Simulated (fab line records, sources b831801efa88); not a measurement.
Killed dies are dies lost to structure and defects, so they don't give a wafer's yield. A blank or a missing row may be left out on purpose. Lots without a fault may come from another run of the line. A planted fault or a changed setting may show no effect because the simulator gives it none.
Which tool did it? | flow sky130 | 7 lots, 21 wafers sampled, at 1 step of a route of 708

WHAT THE GAUGES READ, wafer by wafer
SKY_FIELD_ISO_BOW_MEAS_00.
lot  | measured    | on            | INCOMING_BOW (um)
L845 | day 1 20:00 | film_metro-03 | -10 0 4
L847 | day 2 06:00 | film_metro-02 | 1 -6 0
L849 | day 2 16:00 | film_metro-01 | 11 6 -11
L851 | day 3 02:00 | film_metro-02 | -9 -5 -8
L854 | day 3 17:04 | film_metro-02 | -7 -3 5
L863 | day 5 14:01 | film_metro-03 | -7 -3 0
L865 | day 6 00:02 | film_metro-02 | 4 -3 -1

WHICH TOOL RAN EACH LOT (tool, then ch and the chambers of the sampled wafers, then the start)
The record holds no process step before these readings.

THE ANSWER, worked out from the rows above alone
Rule: what is usual is taken from the lots themselves. Put in order of their means at a reading, lots are off if they are a third of the lots or fewer, leave a main group of 4 or more, and stand apart from it by a gap of 3 or more times the standard deviation of the main group's means; of several such gaps the widest counts. A main group whose means are all the same, to the digits that the tables above print for the reading, isn't used. A lot without any number at a reading at which 4 lots or more have one is off too. The other lots that the step has rows for count as sound.
No lot is off at any reading shown: from this, nothing can be told.

WHAT THE SIMULATOR HAD PUT IN
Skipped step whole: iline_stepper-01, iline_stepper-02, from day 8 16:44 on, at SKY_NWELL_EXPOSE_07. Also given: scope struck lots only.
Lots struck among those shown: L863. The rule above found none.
